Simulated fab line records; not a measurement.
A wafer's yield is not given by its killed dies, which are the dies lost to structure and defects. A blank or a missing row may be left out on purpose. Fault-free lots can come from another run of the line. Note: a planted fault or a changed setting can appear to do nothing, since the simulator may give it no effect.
Matching of chambers -- flow sky130 -- SKY_VIA3_ETCH_14 on rie-diel-02 has 4 sister chambers
The step etches BARC in N2/H2, stops on SiO2, time 45.9 s, target depth 60 nm. 8 wafers are shown with their chamber, then 10 later ones without.

WAFERS WITH THEIR CHAMBER
wafer,chamber,drypump-motor-current-A (A),throttle-valve-pct (%)
L082.2,0,6.7,13.224
L082.6,0,6.7,13.220
L085.3,2,5.1,13.212
L084.3,3,5.1,13.231
L084.5,3,5.0,13.224
L084.6,1,6.0,13.222
L088.2,1,6.0,13.222
L088.3,2,5.1,13.223

WAFERS WITH NO CHAMBER GIVEN
wafer,drypump-motor-current-A (A),throttle-valve-pct (%)
L088.6,5.1,13.236
L093.1,6.7,13.225
L093.2,6.0,13.230
L093.6,5.1,13.215
L094.1,5.0,13.248
L094.5,5.0,13.216
L094.6,5.1,13.232
L096.3,6.7,13.228
L096.4,6.0,13.210
L096.6,5.1,13.223

WHICH CHAMBER EACH WENT THROUGH
wafer,from the rows above,in truth
L088.6,can't be placed: 3 or 2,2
L093.1,0,0
L093.2,1,1
L093.6,2,2
L094.1,3,3
L094.5,can't be placed: 3 or 2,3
L094.6,can't be placed: 3 or 2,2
L096.3,0,0
L096.4,1,1
L096.6,can't be placed: 2 or 3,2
Correct placement for 6 of the 10. From these rows, 4 cannot be placed; in 4 the true chamber is one of the candidates. Wrongly placed: 0.
How it was worked out, from the rows above alone: a wafer's distance from a chamber is the root of the sum, over the readings, of the square of ((its reading less the chamber's mean) divided by the reading's scatter). If the next closest chamber is less than 2 further off than the closest, the wafer can't be placed; otherwise it belongs to the closest. A chamber's mean is the mean of its shown wafers. The scatter: take each reading less its chamber's mean, square it, sum over the shown wafers, divide by the number of wafers less the number of chambers, and take the root.
